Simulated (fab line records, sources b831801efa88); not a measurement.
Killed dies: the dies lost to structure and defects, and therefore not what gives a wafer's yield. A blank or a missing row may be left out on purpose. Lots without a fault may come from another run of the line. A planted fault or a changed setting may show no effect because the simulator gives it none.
fab line records	flow sfq-line
record: lots: 6	wafers: 18	last-day: 86
route steps=325 shown R5@216 I5@228 C5@240 M6@251
lots that met no fault: from a run of the same line without faults
start-h: hours from the record's first day to the start of the lot's first wafer shown	wait-h: hours since the lot's step before	" unchanged from the row above	L1.1+2: a row that stands for several wafers	- either no value or no given start	* or withheld: withheld	< > ~ a bound
route shown NAME@n: a module of which the file shows steps, and the number in the route of the first	usual: mean/standard deviation of fault-free wafers	same: alike in all rows	chamber/n: place in a boat	sites: per-site readings	_std_site: standard deviation of those values	_edge_site: outer sites' mean less inner sites'	radius-mm: how far each site lies from the wafer's centre	mask NAME#n: copy n	behind: the last tool/chamber to shape the wafer	hold: why the lot went on hold/how many hours it stayed there/how the hold came to an end	device: which transistor (n, p or np) failed to switch	end of line: the route-end tests of the same wafers	step lacking rows: just its recipe	killed: the dies lost at the first sort to structure and to defects; this is not the yield of the wafer	map: per-die view of a wafer (x killed, . not killed, _ where there is no die)
set.NAME: the run value of the setting; set.NAME@STEP: its run value at that earlier step	model.NAME: the simulator's own value behind a step, which no gauge read
lots at some steps of the route; a table a step, a row a wafer
services: from which hour (start-h, from the record's first day; less than 0 if before it) a tool's chamber was out of use, for how many hours, and why
== steps ==
step: SFQ_R5_THK_MEAS_934
recipe: thk-meas-gauge: xrf	reads: MoNx_of_TRILAYER_R5_DEP_SPUTTER_133
usual: R5_MONX_THK: 40.7/0.53
lot.wafer	tool	chamber	start-h	wait-h	R5_MONX_THK[nm]
L775.1	film-metro-01	-	1171.89	0.1	40.1
L775.2	"	-	"	"	40.4
L775.3	"	-	"	"	40.4
L776.4	film-metro-01	-	1174.47	0.1	41.1
L776.5	"	-	"	"	40.2
L776.6	"	-	"	"	40.9
L783.1	film-metro-03	-	1259.15	0.1	40.4
L783.4	"	-	"	"	41.0
L783.6	"	-	"	"	40.7
L785.2	film-metro-01	-	1279.67	0.1	40.2
L785.5	"	-	"	"	41.3
L785.6	"	-	"	"	40.4
L789.1	film-metro-02	-	1317.91	0.1	41.6
L789.2	"	-	"	"	41.1
L789.5	"	-	"	"	41.5
L793.2	film-metro-02	-	1379.06	0.1	39.9
L793.3	"	-	"	"	39.9
L793.6	"	-	"	"	39.9
step: SFQ_TRILAYER_R5_LITHO_COAT_141
recipe: resist: BARC	spin-rpm: 3000	resist-thk-nm: 62
step: SFQ_TRILAYER_R5_LITHO_COAT_136
recipe: resist: KrF	spin-rpm: 3000	resist-thk-nm: 600
step: SFQ_TRILAYER_R5_LITHO_SOFTBAKE_140
recipe: temp-c: withheld	time-s: withheld	resist: KrF
step: SFQ_TRILAYER_R5_LITHO_EXPOSE_137
recipe: mask-id: R5	na: 0.6	source-shape: conventional	sigma-outer: 0.65	target-cd-nm: 500	dose-mj: 14.4
step: SFQ_TRILAYER_R5_LITHO_PEB_139
recipe: peb-temp-c: 115	peb-time-s: 60	resist: KrF
step: SFQ_TRILAYER_R5_LITHO_DEVELOP_138
recipe: time-s: 60	resist: KrF
step: SFQ_R5_OVL_MEAS_935
usual: R5_OVL: 3/4.8
lot.wafer	tool	chamber	start-h	wait-h	R5_OVL[nm]
L775.1	overlay-02	-	1304.30	0.1	1
L775.2	"	-	"	"	2
L775.3	"	-	"	"	2
L776.4	overlay-02	-	1306.72	0.1	0
L776.5	"	-	"	"	-4
L776.6	"	-	"	"	-1
L783.1	overlay-01	-	1406.46	0.1	-1
L783.4	"	-	"	"	1
L783.6	"	-	"	"	-8
L785.2	overlay-02	-	1429.59	0.1	6
L785.5	"	-	"	"	7
L785.6	"	-	"	"	8
L789.1	overlay-02	-	1464.50	0.1	3
L789.2	"	-	"	"	0
L789.5	"	-	"	"	7
L793.2	overlay-02	-	1519.63	0.1	8
L793.3	"	-	"	"	4
L793.6	"	-	"	"	1
step: SFQ_TRILAYER_R5_BARC_OPEN_METAL_ETCH_177
recipe: mask-material: PR	chemistry: O2	target-depth-nm: 125	target: BARC	icp-w: 600	bias-w: 80	pressure-mtorr: 10	time-s: 41.7
step: SFQ_TRILAYER_R5_ETCH_METAL_ETCH_139
recipe: stop-on: SiO2	mask-material: PR	chemistry: Cl2	target-depth-nm: 60	icp-w: 600	bias-w: 80	pressure-mtorr: 10	time-s: 40
step: SFQ_TRILAYER_R5_STRIP_STRIP_140
recipe: gas: O2	power-w: 200	platen-temp-c: 40	overash-fraction: 0.65	chemistry: O2	pressure-mtorr: 50
usual: drypump-motor-current-A: 5.5/0.52	oes-product-au: 1.006/0.0099
lot.wafer	tool	chamber	start-h	wait-h	drypump-motor-current-A	oes-product-au	rf-hours-counter-h
L775.1	rie-metal-03	0	1304.45	0.0	6.2	1.016	128
L775.2	"	1	"	"	4.8	1.020	67
L775.3	"	1	"	"	4.8	1.016	-
L776.4	rie-metal-01	0	1307.05	0.2	5.2	1.003	-
L776.5	"	1	"	"	6.0	1.008	-
L776.6	"	0	"	"	5.2	1.002	-
L783.1	rie-metal-03	1	1406.62	0.0	4.8	1.003	82
L783.4	"	1	"	"	4.8	1.004	-
L783.6	"	1	"	"	4.8	1.005	-
L785.2	rie-metal-02	1	1429.73	0.0	5.8	1.015	79
L785.5	"	0	"	"	5.6	1.008	-
L785.6	"	1	"	"	5.8	1.019	-
L789.1	rie-metal-03	1	1464.78	0.1	4.8	1.017	89
L789.2	"	1	"	"	4.8	1.015	-
L789.5	"	1	"	"	4.8	1.003	-
L793.2	rie-metal-02	0	1519.82	0.1	5.6	1.011	45
L793.3	"	0	"	"	5.6	1.011	-
L793.6	"	1	"	"	5.7	1.018	-
step: SFQ_TRILAYER_R5_STRIP_SOLV_CLEAN_141
recipe: chemistry: NMP	temp-c: 70	time-s: 600
step: SFQ_TRILAYER_A5C_DEP_PECVD_142
recipe: material: SiO2	temp-c: 150	time-s: 15.556	pressure-torr: 2.4	rf-w: 183.3	precursor: SiH4/N2O	target-thk-nm: 70
usual: heater-power-w: 87/9.8	showerhead-vpp-V: 835/39	throttle-valve-pct: 24.2/0.68
lot.wafer	tool	chamber	start-h	wait-h	heater-power-w	showerhead-vpp-V	throttle-valve-pct	model.SiO2_of_TRILAYER_A5C_DEP_PECVD_142.thk-nm
L775.1	pecvd-04	2	1305.23	0.0	81	884	25.4	69.52
L775.2	"	0	"	"	100	767	23.4	69.73
L775.3	"	1	"	"	82	800	23.7	69.59
L776.4	pecvd-04	0	1307.66	0.0	101	764	23.5	71.61
L776.5	"	1	"	"	97	800	23.6	70.72
L776.6	"	2	"	"	90	906	25.5	71.26
L783.1	pecvd-02	2	1407.39	0.0	82	835	23.8	69.16
L783.4	"	2	"	"	78	831	23.8	97.27
L783.6	"	2	"	"	78	833	23.8	70.99
L785.2	pecvd-02	1	1430.51	0.0	91	845	23.7	69.98
L785.5	"	1	"	"	89	861	24.0	97.87
L785.6	"	2	"	"	81	833	24.2	70.71
L789.1	pecvd-04	1	1466.15	0.0	89	779	24.1	69.97
L789.2	"	2	"	"	82	888	26.2	69.81
L789.5	"	1	"	"	87	794	24.0	70.11
L793.2	pecvd-02	0	1520.79	0.0	97	790	24.3	68.58
L793.3	"	2	"	"	73	842	24.1	70.27
L793.6	"	2	"	"	72	846	23.9	71.39
step: SFQ_TRILAYER_I5_LITHO_COAT_149
recipe: resist: BARC	spin-rpm: 3000	resist-thk-nm: 62
step: SFQ_TRILAYER_I5_LITHO_COAT_144
recipe: resist: KrF	spin-rpm: 3000	resist-thk-nm: 650
step: SFQ_TRILAYER_I5_LITHO_SOFTBAKE_148
recipe: temp-c: withheld	time-s: withheld	resist: KrF
step: SFQ_TRILAYER_I5_LITHO_EXPOSE_145
recipe: mask-id: I5	na: 0.6	source-shape: conventional	sigma-outer: 0.65	target-cd-nm: 700	dose-mj: 21.3
step: SFQ_TRILAYER_I5_LITHO_PEB_147
recipe: peb-temp-c: 115	peb-time-s: 60	resist: KrF
step: SFQ_TRILAYER_I5_LITHO_DEVELOP_146
recipe: time-s: 60	resist: KrF
step: SFQ_I5_OVL_MEAS_936
usual: I5_OVL: 1/5.5
lot.wafer	tool	chamber	start-h	wait-h	I5_OVL[nm]
L775.1	overlay-01	-	1454.78	0.1	7
L775.2	"	-	"	"	0
L775.3	"	-	"	"	1
L776.4	overlay-02	-	1456.00	0.1	4
L776.5	"	-	"	"	9
L776.6	"	-	"	"	9
L783.1	overlay-02	-	1546.02	0.1	-2
L783.4	"	-	"	"	0
L783.6	"	-	"	"	-5
L785.2	overlay-02	-	1559.35	0.1	2
L785.5	"	-	"	"	-3
L785.6	"	-	"	"	-4
L789.1	overlay-02	-	1590.55	0.1	-6
L789.2	"	-	"	"	-6
L789.5	"	-	"	"	-10
L793.2	overlay-02	-	1640.60	0.1	0
L793.3	"	-	"	"	3
L793.6	"	-	"	"	0
step: SFQ_TRILAYER_I5_BARC_OPEN_VIA_ETCH_200
recipe: mask-material: PR	chemistry: O2	target-depth-nm: 125	target: BARC	source-w: 500	bias-w: 80	pressure-mtorr: 30	time-s: 41.7
usual: drypump-motor-current-A: 5.6/0.49	oes-product-au: 0.685/0.0041
lot.wafer	tool	chamber	start-h	wait-h	drypump-motor-current-A	oes-product-au	rf-hours-counter-h
L775.1	rie-diel-01	3	1454.82	0.0	6.0	0.682	9
L775.2	"	1	"	"	5.0	0.687	20
L775.3	"	0	"	"	5.5	0.686	7
L776.4	rie-diel-02	2	1456.02	0.0	6.3	0.686	10
L776.5	"	2	"	"	6.3	0.683	-
L776.6	"	1	"	"	4.8	0.693	-
L783.1	rie-diel-02	1	1546.06	0.0	4.8	0.687	1
L783.4	"	2	"	"	6.3	0.678	12
L783.6	"	2	"	"	6.3	0.678	-
L785.2	rie-diel-02	3	1559.38	0.0	5.7	0.691	15
L785.5	"	0	"	"	6.0	0.686	-
L785.6	"	1	"	"	4.8	0.687	-
L789.1	rie-diel-01	0	1590.58	0.0	5.4	0.686	10
L789.2	"	2	"	"	5.8	0.684	1
L789.5	"	2	"	"	5.9	0.690	-
L793.2	rie-diel-02	2	1640.63	0.0	6.3	0.687	14
L793.3	"	0	"	"	6.0	0.680	0
L793.6	"	0	"	"	6.0	0.693	-
step: SFQ_TRILAYER_I5_ETCH_VIA_ETCH_147
recipe: stop-on: Nb	mask-material: PR	chemistry: CHF3	target-depth-nm: 360	source-w: 500	bias-w: 80	pressure-mtorr: 30	time-s: withheld
step: SFQ_TRILAYER_I5_STRIP_STRIP_148
recipe: gas: O2	power-w: 200	platen-temp-c: 40	overash-fraction: 0.65	chemistry: O2	pressure-mtorr: 50
usual: drypump-motor-current-A: 5.63/0.26	oes-product-au: 1.001/0.0083
lot.wafer	tool	chamber	start-h	wait-h	drypump-motor-current-A	oes-product-au	rf-hours-counter-h
L775.1	rie-metal-04	0	1455.00	-	5.58	0.983	36
L775.2	"	1	"	"	5.66	0.994	20
L775.3	"	0	"	"	5.58	0.993	-
L776.4	rie-metal-01	1	1456.40	-	5.98	0.997	-
L776.5	"	1	"	"	6.00	0.999	-
L776.6	"	0	"	"	5.22	0.987	-
L783.1	rie-metal-01	0	1546.25	-	5.27	0.995	48
L783.4	"	1	"	"	5.97	1.008	-
L783.6	"	1	"	"	5.98	1.015	-
L785.2	rie-metal-02	1	1559.57	-	5.77	1.005	97
L785.5	"	0	"	"	5.57	1.004	-
L785.6	"	1	"	"	5.78	1.011	-
L789.1	rie-metal-01	1	1590.77	-	5.96	1.001	69
L789.2	"	0	"	"	5.23	0.988	52
L789.5	"	0	"	"	5.26	0.991	-
L793.2	rie-metal-02	1	1640.82	-	5.78	1.010	108
L793.3	"	0	"	"	5.58	1.002	-
L793.6	"	1	"	"	5.75	1.006	-
step: SFQ_TRILAYER_I5_STRIP_SOLV_CLEAN_149
recipe: chemistry: NMP	temp-c: 70	time-s: 600
step: SFQ_TRILAYER_C5_LITHO_COAT_156
recipe: resist: BARC	spin-rpm: 3000	resist-thk-nm: 62
step: SFQ_TRILAYER_C5_LITHO_COAT_151
recipe: resist: KrF	spin-rpm: 3000	resist-thk-nm: 650
step: SFQ_TRILAYER_C5_LITHO_SOFTBAKE_155
recipe: temp-c: withheld	time-s: withheld	resist: KrF
step: SFQ_TRILAYER_C5_LITHO_EXPOSE_152
recipe: mask-id: C5	na: 0.6	source-shape: conventional	sigma-outer: 0.65	target-cd-nm: 500	dose-mj: 21.3
step: SFQ_TRILAYER_C5_LITHO_PEB_154
recipe: peb-temp-c: 115	peb-time-s: 60	resist: KrF
step: SFQ_TRILAYER_C5_LITHO_DEVELOP_153
recipe: time-s: 60	resist: KrF
step: SFQ_C5_OVL_MEAS_937
usual: C5_OVL: -3/5
lot.wafer	tool	chamber	start-h	wait-h	C5_OVL[nm]
L775.1	overlay-02	-	1579.75	0.1	-2
L775.2	"	-	"	"	-2
L775.3	"	-	"	"	-3
L776.4	overlay-02	-	1580.96	0.1	-9
L776.5	"	-	"	"	-6
L776.6	"	-	"	"	-13
L783.1	overlay-02	-	1670.90	0.1	-2
L783.4	"	-	"	"	0
L783.6	"	-	"	"	-1
L785.2	overlay-01	-	1683.58	0.1	-4
L785.5	"	-	"	"	-9
L785.6	"	-	"	"	-2
L789.1	overlay-02	-	1709.52	0.1	-1
L789.2	"	-	"	"	-4
L789.5	"	-	"	"	0
L793.2	overlay-02	-	1736.15	0.1	-3
L793.3	"	-	"	"	1
L793.6	"	-	"	"	2
step: SFQ_TRILAYER_C5_BARC_OPEN_VIA_ETCH_210
recipe: mask-material: PR	chemistry: O2	target-depth-nm: 125	target: BARC	source-w: 500	bias-w: 80	pressure-mtorr: 30	time-s: 41.7
usual: drypump-motor-current-A: 5.7/0.61	oes-product-au: 0.686/0.0043
lot.wafer	tool	chamber	start-h	wait-h	drypump-motor-current-A	oes-product-au	rf-hours-counter-h
L775.1	rie-diel-02	3	1579.78	0.0	5.7	0.690	15
L775.2	"	1	"	"	4.8	0.685	1
L775.3	"	0	"	"	6.0	0.693	19
L776.4	rie-diel-04	2	1580.98	0.0	5.2	0.684	0
L776.5	"	1	"	"	4.9	0.687	-
L776.6	"	0	"	"	5.1	0.686	-
L783.1	rie-diel-03	2	1670.94	0.0	6.4	0.692	14
L783.4	"	3	"	"	5.8	0.678	15
L783.6	"	2	"	"	6.4	0.685	-
L785.2	rie-diel-04	1	1683.61	0.0	4.9	0.689	11
L785.5	"	3	"	"	6.0	0.682	-
L785.6	"	1	"	"	4.9	0.680	-
L789.1	rie-diel-03	3	1709.56	0.0	5.8	0.684	15
L789.2	"	2	"	"	6.4	0.685	14
L789.5	"	0	"	"	6.2	0.689	-
L793.2	rie-diel-03	2	1736.18	0.0	6.4	0.681	14
L793.3	"	0	"	"	6.2	0.691	6
L793.6	"	3	"	"	5.8	0.687	-
step: SFQ_TRILAYER_C5_ETCH_VIA_ETCH_154
recipe: target: SiO2	mask-material: PR	chemistry: CHF3	target-depth-nm: 84	source-w: 500	bias-w: 80	pressure-mtorr: 30	time-s: withheld	stop-on: Nb
usual: drypump-motor-current-A: 5.7/0.61	oes-product-au: 0.898/0.0075
lot.wafer	tool	chamber	start-h	wait-h	drypump-motor-current-A	oes-product-au	model.C5.feature-depth-nm	model.etch.depth-nm
L775.1	rie-diel-02	3	1579.82	0.0	5.7	0.893	69.52	69.52
L775.2	"	1	"	"	4.8	0.897	69.73	69.73
L775.3	"	0	"	"	6.0	0.889	69.59	69.59
L776.4	rie-diel-04	2	1581.02	0.0	5.2	0.903	71.61	71.61
L776.5	"	1	"	"	4.9	0.902	70.72	70.72
L776.6	"	0	"	"	5.1	0.909	71.26	71.26
L783.1	rie-diel-03	2	1670.98	0.0	6.4	0.892	69.16	69.16
L783.4	"	3	"	"	5.8	1.006	85.4	85.4
L783.6	"	2	"	"	6.4	0.906	70.99	70.99
L785.2	rie-diel-04	1	1683.65	0.0	4.8	0.895	69.98	69.98
L785.5	"	3	"	"	6.0	0.993	82.69	82.69
L785.6	"	1	"	"	4.9	0.898	70.71	70.71
L789.1	rie-diel-03	3	1709.60	0.0	5.8	0.896	69.97	69.97
L789.2	"	2	"	"	6.4	0.896	69.81	69.81
L789.5	"	0	"	"	6.2	0.906	70.11	70.11
L793.2	rie-diel-03	2	1736.22	0.0	6.4	0.892	68.58	68.58
L793.3	"	0	"	"	6.1	0.893	70.27	70.27
L793.6	"	3	"	"	5.8	0.900	71.39	71.39
step: SFQ_TRILAYER_C5_STRIP_STRIP_155
recipe: gas: O2	power-w: 200	platen-temp-c: 40	overash-fraction: 0.65	chemistry: O2	pressure-mtorr: 50
step: SFQ_TRILAYER_C5_STRIP_SOLV_CLEAN_156
recipe: chemistry: NMP	temp-c: 70	time-s: 600
step: SFQ_TRILAYER_M6_DEP_PRE_CLEAN_158
recipe: gas: Ar	time-s: 22.5	bias-v: 250
usual: bias-v: 250.2/2.7
lot.wafer	tool	chamber	start-h	wait-h	bias-v	model.SiO2_of_TRILAYER_A5C_DEP_PECVD_142.thk-nm
L775.1	pvd-sputter-05	-	1580.65	0.0	250.0	62.02
L775.2	"	-	"	"	251.4	62.23
L775.3	"	-	"	"	247.4	62.09
L776.4	pvd-sputter-06	-	1581.85	0.0	250.4	64.11
L776.5	"	-	"	"	255.2	63.22
L776.6	"	-	"	"	248.0	63.76
L783.1	pvd-sputter-04	-	1671.80	0.0	247.2	61.67
L783.4	"	-	"	"	245.5	89.77
L783.6	"	-	"	"	252.9	63.49
L785.2	pvd-sputter-05	-	1684.47	0.0	252.1	62.48
L785.5	"	-	"	"	250.3	90.37
L785.6	"	-	"	"	249.2	63.21
L789.1	pvd-sputter-04	-	1710.44	0.0	251.5	62.47
L789.2	"	-	"	"	253.6	62.31
L789.5	"	-	"	"	251.0	62.61
L793.2	pvd-sputter-06	-	1737.05	0.0	247.7	61.08
L793.3	"	-	"	"	251.7	62.77
L793.6	"	-	"	"	254.0	63.89
step: SFQ_TRILAYER_M6_DEP_SPUTTER_157
recipe: material: Nb	base-pressure-pa: 1.33e-06	chamber-pressure-pa: 0.1333	substrate-temp-c: 20	target-thk-nm: 200	power-w: 2000	time-s: 133.3
usual: throttle-valve-pct: 29.9/0.84
lot.wafer	tool	chamber	start-h	wait-h	throttle-valve-pct
L775.1	pvd-sputter-05	-	1580.67	0.0	29.6
L775.2	"	-	"	"	30.6
L775.3	"	-	"	"	29.5
L776.4	pvd-sputter-06	-	1581.87	0.0	30.3
L776.5	"	-	"	"	30.0
L776.6	"	-	"	"	28.3
L783.1	pvd-sputter-04	-	1671.83	0.0	30.6
L783.4	"	-	"	"	29.2
L783.6	"	-	"	"	30.5
L785.2	pvd-sputter-05	-	1684.50	0.0	30.1
L785.5	"	-	"	"	29.5
L785.6	"	-	"	"	30.0
L789.1	pvd-sputter-04	-	1710.47	0.0	30.4
L789.2	"	-	"	"	29.2
L789.5	"	-	"	"	29.1
L793.2	pvd-sputter-06	-	1737.08	0.0	28.3
L793.3	"	-	"	"	30.1
L793.6	"	-	"	"	29.5
== services ==
tool	chamber	start-h	hours	kind
rie-diel-02	0	1282.01	8.1	repair
rie-metal-02	1	1285.18	35.8	repair
rie-diel-02	3	1290.03	4.8	repair
rie-diel-04	-	1300.51	15.6	pm
rie-diel-03	1	1308.80	4.3	repair
rie-diel-03	2	1316.74	6.6	repair
rie-metal-01	-	1330.73	0.8	repair
pvd-sputter-06	-	1355.74	1.5	repair
rie-diel-04	-	1357.31	2.8	pm
pvd-sputter-04	-	1359.21	25.2	repair
pvd-sputter-06	-	1360.60	2.0	repair
rie-metal-01	0	1364.01	4.2	repair
rie-diel-03	3	1408.28	13.7	repair
rie-diel-03	-	1415.41	4.3	pm
rie-diel-02	0	1418.98	3.7	repair
rie-diel-03	2	1462.56	2.9	repair
rie-diel-02	-	1466.93	1.1	repair
rie-diel-02	3	1471.89	4.8	repair
rie-diel-02	-	1488.11	0.9	repair
rie-diel-02	-	1506.60	2.8	pm
rie-diel-02	3	1634.01	1.4	repair
rie-diel-03	0	1652.00	14.0	repair
rie-diel-02	-	1655.58	0.2	repair
rie-diel-03	2	1715.85	4.8	repair
== key ==
first-sign: step: SFQ_TRILAYER_C5_ETCH_VIA_ETCH_154	reading: oes-product-au	direction: up	sigmas: 14	usual: 0.898	struck: 0.999
effect none on later readings
model-effect: step: SFQ_TRILAYER_A5C_DEP_PECVD_142	value: SiO2_of_TRILAYER_A5C_DEP_PECVD_142.thk-nm	without: 70.69	struck: 97.57
model-effect: step: SFQ_TRILAYER_C5_ETCH_VIA_ETCH_154	value: C5.feature-depth-nm	without: 70.69	struck: 84.05
model-effect: step: SFQ_TRILAYER_M6_DEP_PRE_CLEAN_158	value: SiO2_of_TRILAYER_A5C_DEP_PECVD_142.thk-nm	without: 63.19	struck: 90.07
met-at SFQ_TRILAYER_A5C_DEP_PECVD_142
struck-wafers L783.4,L785.5
fault: kind: process-parameter-drift	tool: pecvd-02	chamber: -	onset-h: 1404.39	steps: SFQ_TRILAYER_A5C_DEP_PECVD_142	channel: target-thk-nm	offset: 26.742	shape: step	end-h: 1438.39	scope: struck-wafers-only	acts-in: these-recipes-only	stated: 70
